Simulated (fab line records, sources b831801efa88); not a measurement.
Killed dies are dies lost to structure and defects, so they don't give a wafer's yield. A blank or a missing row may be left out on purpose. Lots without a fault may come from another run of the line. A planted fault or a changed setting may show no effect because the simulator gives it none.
Which tool did it? | flow gf180mcu | 14 lots, 42 wafers sampled, at 4 steps of a route of 602

WHAT THE GAUGES READ, wafer by wafer
GF_VT_IMPLANT_OVL_MEAS_18. Usual: VT_IMPLANT_01_OVL 1.2 nm, standard deviation 1.3.
lot  | measured     | on         | VT_IMPLANT_01_OVL (nm) | flag
L831 | day 6 18:35  | overlay-02 | 3.7 -0.2 1.2           |
L832 | day 7 03:38  | overlay-02 | 2.3 2.1 2.1            |
L833 | day 7 09:44  | overlay-01 | 0.5 1.7 0.6            |
L834 | day 7 12:11  | overlay-01 | 1.0 -1.0 1.8           |
L835 | day 7 19:58  | overlay-01 | 1.9 0.5 2.1            |
L842 | day 9 17:32  | overlay-01 | -0.8 0.5 -0.5          |
L843 | day 9 21:47  | overlay-02 | 1.9 0.1 1.0            |
L844 | day 10 04:32 | overlay-02 | 2.3 1.1 1.5            |
L845 | day 10 09:20 | overlay-01 | 2.4 2.0 0.9            |
L847 | day 11 02:33 | overlay-02 | 1.5 1.7 0.9            |
L848 | day 11 07:07 | overlay-01 | 1.5 -0.8 1.3           |
L849 | day 11 12:57 | overlay-02 | 0.8 -0.1 0.2           |
L851 | day 12 07:11 | overlay-02 | 1.3 -1.0 1.5           |
L852 | day 12 13:43 | overlay-02 | -0.3 1.1 1.5           |

GF_CONTACT_OVL_MEAS_15. Usual: CONTACT_OVL 0 nm, standard deviation 4.7.
lot  | measured     | on         | CONTACT_OVL (nm) | flag
L831 | day 17 00:18 | overlay-01 | 8 10 0           |
L832 | day 17 10:34 | overlay-02 | 2 -9 -4          |
L833 | day 18 00:20 | overlay-02 | -8 0 -4          |
L834 | day 17 22:55 | overlay-01 | 3 3 2            |
L835 | day 18 12:42 | overlay-01 | -8 -5 -7         |
L842 | day 21 00:45 | overlay-02 | -2 0 4           |
L843 | day 21 07:59 | overlay-02 | 4 -3 -9          |
L844 | day 21 13:53 | overlay-01 | 3 1 -3           |
L845 | day 21 22:12 | overlay-02 | -2 4 -3          |
L847 | day 22 19:39 | overlay-02 | 8 2 7            |
L848 | day 23 00:47 | overlay-01 | 1 0 1            |
L849 | day 23 09:52 | overlay-01 | 4 0 -2           |
L851 | day 24 05:16 | overlay-02 | 1 7 -3           |
L852 | day 24 12:28 | overlay-02 | -6 -8 -8         |

WHICH TOOL RAN EACH LOT (tool, then ch and the chambers of the sampled wafers, then the start)
lot  | GF_STI_WET_ETCH_28             | GF_SAB_ETCH_11
L831 | wet_bench-02 ch 0, day 2 14:30 | rie_diel-02 ch 0,1,3, day 16 01:11
L832 | wet_bench-01 ch 0, day 2 21:07 | rie_diel-02 ch 0,2,3, day 16 10:11
L833 | wet_bench-02 ch 2, day 3 03:06 | rie_diel-01 ch 0,1, day 16 23:17
L834 | wet_bench-02 ch 0, day 3 06:38 | rie_diel-04 ch 0,1,3, day 16 22:38
L835 | wet_bench-02 ch 2, day 3 11:23 | rie_diel-04 ch 0,3, day 17 12:25
L842 | wet_bench-02 ch 3, day 5 01:32 | rie_diel-02 ch 2,3, day 19 22:47
L843 | wet_bench-01 ch 1, day 5 05:42 | rie_diel-01 ch 0,1,3, day 20 05:56
L844 | wet_bench-02 ch 2, day 5 11:04 | rie_diel-04 ch 1,2,3, day 20 12:53
L845 | wet_bench-01 ch 3, day 5 14:22 | rie_diel-01 ch 2,3, day 20 21:11
L847 | wet_bench-02 ch 1, day 6 02:45 | rie_diel-02 ch 0,1, day 21 18:11
L848 | wet_bench-02 ch 0, day 6 08:16 | rie_diel-04 ch 1,3, day 21 23:41
L849 | wet_bench-03 ch 0, day 6 11:56 | rie_diel-02 ch 1,3, day 22 08:53
L851 | wet_bench-02 ch 3, day 7 00:46 | rie_diel-04 ch 0,1,2, day 23 05:13
L852 | wet_bench-01 ch 0, day 7 06:14 | rie_diel-02 ch 0,1, day 23 12:20
- GF_STI_WET_ETCH_28: etches SiO2 in dHF, target depth 20 nm, time 40 s.
- GF_SAB_ETCH_11: etches SiO2 in C4F8/O2/Ar, target depth 55 nm, time 8.5 s.

WHAT THE TOOLS THEMSELVES READ (means of the sampled wafers that have a number; where no wafer has one, the mark that the record gives instead)
GF_STI_WET_ETCH_28. Usual: bath_heat_duty_pct 6.8 %, standard deviation 0.84; run_length_s 69 s, standard deviation 3.1.
lot  | tool         | bath_heat_duty_pct (%) | run_length_s (s) | flag
L831 | wet_bench-02 | 6.5                    | 67               |
L832 | wet_bench-01 | 6.3                    | 72               |
L833 | wet_bench-02 | 8.0                    | 66               |
L834 | wet_bench-02 | 6.5                    | 68               |
L835 | wet_bench-02 | 8.6                    | 65               |
L842 | wet_bench-02 | -                      | -                | OFF
L843 | wet_bench-01 | -                      | -                | OFF
L844 | wet_bench-02 | -                      | -                | OFF
L845 | wet_bench-01 | 5.2                    | 66               |
L847 | wet_bench-02 | 7.6                    | 67               |
L848 | wet_bench-02 | 6.8                    | 67               |
L849 | wet_bench-03 | 7.2                    | 73               |
L851 | wet_bench-02 | 6.6                    | 73               |
L852 | wet_bench-01 | 5.8                    | 66               |

GF_SAB_ETCH_11. Usual: bias_w 1200 W, standard deviation 4; chamber_pressure_mTorr 40.01 mTorr, standard deviation 0.033; oes_product_au 1.001 a.u., standard deviation 0.012; rf_fwd_power_W 1468 W, standard deviation 6.7.
lot  | tool        | bias_w (W) | chamber_pressure_mTorr (mTorr) | oes_product_au (a.u.) | rf_fwd_power_W (W) | flag
L831 | rie_diel-02 | 1203       | 39.99                          | 1.008                 | 1469               |
L832 | rie_diel-02 | 1200       | 40.03                          | 1.004                 | 1462               |
L833 | rie_diel-01 | 1200       | 40.00                          | 1.014                 | 1467               |
L834 | rie_diel-04 | 1201       | 40.02                          | 0.989                 | 1461               |
L835 | rie_diel-04 | 1198       | 39.99                          | 0.984                 | 1469               |
L842 | rie_diel-02 | 1199       | 40.02                          | 0.997                 | 1462               |
L843 | rie_diel-01 | 1201       | 40.03                          | 1.016                 | 1469               |
L844 | rie_diel-04 | 1199       | 40.02                          | 0.998                 | 1470               |
L845 | rie_diel-01 | 1201       | 39.98                          | 0.992                 | 1466               |
L847 | rie_diel-02 | 1200       | 40.01                          | 0.988                 | 1474               |
L848 | rie_diel-04 | 1201       | 40.00                          | 1.003                 | 1465               |
L849 | rie_diel-02 | 1199       | 40.03                          | 1.002                 | 1470               |
L851 | rie_diel-04 | 1200       | 39.98                          | 0.998                 | 1467               |
L852 | rie_diel-02 | 1200       | 40.01                          | 0.995                 | 1474               |

THE ANSWER, worked out from the rows above alone
Rule: a lot is off if the mean of its wafers that have a number lies more than 3 standard deviations from the usual mean. A lot without any number at a reading at which 4 lots or more have one is off too. The other lots that the step has rows for count as sound. The gauges are gone through in route order, then the tools' own readings, and for those a lot's mean is taken as printed above. The first step at which some lot is off is used, and at that step the reading that is off furthest; a lot without a number counts as furthest.
Off: L842, L843, L844, at GF_STI_WET_ETCH_28 (bath_heat_duty_pct). Without a number there: L842, L843, L844.
A tool fits if, at that step or a process step before it, it ran every lot that is off, and no sound lot after the first of them. None of those tried fits.

WHAT THE SIMULATOR HAD PUT IN
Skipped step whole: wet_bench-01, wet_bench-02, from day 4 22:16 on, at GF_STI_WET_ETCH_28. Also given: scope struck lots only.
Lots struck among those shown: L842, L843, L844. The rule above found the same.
